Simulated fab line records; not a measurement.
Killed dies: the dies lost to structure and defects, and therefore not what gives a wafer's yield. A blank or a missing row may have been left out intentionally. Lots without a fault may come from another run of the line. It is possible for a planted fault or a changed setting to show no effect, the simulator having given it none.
Comparing a struck lot with a sound one    flow sky130    16 steps out of a route of 708
Sound: wafers L402.1, L402.4, L402.6. Struck: wafer L405.6. (L405.2, L405.4 of the same lot were not struck and are left out.) The cause comes at the end.
Per side, at each step with rows, come the tool, then ch with its chambers, and then its first start. Under that, the readings that differ: sound wafers    struck wafers    difference of the means    sigmas: that difference in standard deviations of wafers without a fault.
alike: words and numbers the same on both sides, and readings whose means are apart by under 2 such deviations; not compared: readings that were withheld, readings missing a value for some wafer, numbers with overlapping values and no deviation given by the record, and bounds like >300 which may hide the same value.
Wherever a step has rows on one side only, a row that says differs or no value, or a row with sigmas, the two part there. Non-overlapping numbers with no deviation appear without sigmas and do not part them. Lack of a reading on every wafer of one side parts them only where that side has two or more wafers.

SKY_CAP2M_THK_MEAS_01:
  sound on film metro-04, day 43 02:20; struck on film metro-01, day 44 01:28
  alike: CAP2M_CVD_00_THK
SKY_CAP2M_SPUTTER_02: material TiN, target thk 200 nm, time 166.7 s.
  sound on pvd sputter-02, day 43 02:24; struck on pvd sputter-02, day 44 01:31
  alike: throttle valve pct
SKY_CAP2M_RS_MEAS_03: a four-point-probe measurement.
  sound on film metro-02, day 43 02:31; struck on film metro-04, day 44 01:39
  alike: CAP2M_TIN_RS
SKY_CAP2M_THK_MEAS_04: measures by xrf.
  sound on film metro-02, day 43 02:38; struck on film metro-04, day 44 01:46
  alike: CAP2M_TIN_THK
then, 7 steps without rows for these wafers: SKY_CAP2M_DEHYDRATE_05 (time 60 s); SKY_CAP2M_HMDS_06 (prime time 60 s); SKY_CAP2M_COAT_07 (resist thk 1140 nm); SKY_CAP2M_SOFTBAKE_08 (time 60 s); SKY_CAP2M_EXPOSE_09 (exposes mask CAP2M, target cd 1000 nm); SKY_CAP2M_PEB_10; SKY_CAP2M_DEVELOP_11 (develop time 60 s).
SKY_CAP2M_OVL_MEAS_12:
  sound on overlay-01, day 44 01:31; struck on overlay-02, day 45 00:17
reading         sound        struck  difference  sigmas
CAP2M_OVL (nm)  2.7 1.9 0.3  -3.0    -4.6        -3
SKY_CAP2M_METAL_ETCH_13: etches TiN in Cl2/BCl3, stops on SiO2, target depth 220 nm, time 62.9 s.
  sound on rie metal-04 ch 0,1, day 44 01:33; struck on rie metal-04 ch 1, day 45 00:19
reading                                     sound                 struck  difference  sigmas
oes product au (a.u.)                       0.946 0.939 0.942     0.750   -0.192      -32
throttle valve pct (%)                      21.899 21.909 21.894  22.031  +0.130      +13
model.etch.depth nm (nm)                    201.3 199.3 200.4     134.3   -66.0       
model.CAP2M.feature depth nm (nm)           201.3 199.3 200.4     134.3   -66.0       
model.NOVOLAK_of_CAP2M_COAT_07.thk nm (nm)  991.1 991.7 997.1     1054    +61         
  alike: chamber pressure mTorr, drypump motor current A
  not compared: rf hours counter h
SKY_CAP2M_STRIP_14: strips in O2/N2.
  sound on plasma asher-03 ch 0,1, day 44 01:38; struck on plasma asher-04 ch 1, day 45 00:23
reading                       sound              struck  difference  sigmas
strip time to endpoint s (s)  12.62 12.65 12.71  13.26   +0.60       +13
  alike: chamber pressure mTorr, drypump motor current A, o2 flow sccm, oes product au
  not compared: rf hours counter h
then, 1 step without rows for these wafers: SKY_CAP2M_STRIP_15 (strips in post etch residue remover, time 1200 s).
-- the record jumps here: 4 days lie between the struck wafers' starts before and after (it left off in module CAP2M and takes up again in module PAD_OPEN, whose first step shown is number 708 of the route) --
SKY_PAD_OPEN_PROBE_99:
  record: rows for the struck wafers here (prober-02, day 49 12:04), none for the sound ones

== WHERE THEY PART ==
At SKY_CAP2M_OVL_MEAS_12 first; at SKY_PAD_OPEN_PROBE_99 last (within this record only).

WHY: what the simulator had put in
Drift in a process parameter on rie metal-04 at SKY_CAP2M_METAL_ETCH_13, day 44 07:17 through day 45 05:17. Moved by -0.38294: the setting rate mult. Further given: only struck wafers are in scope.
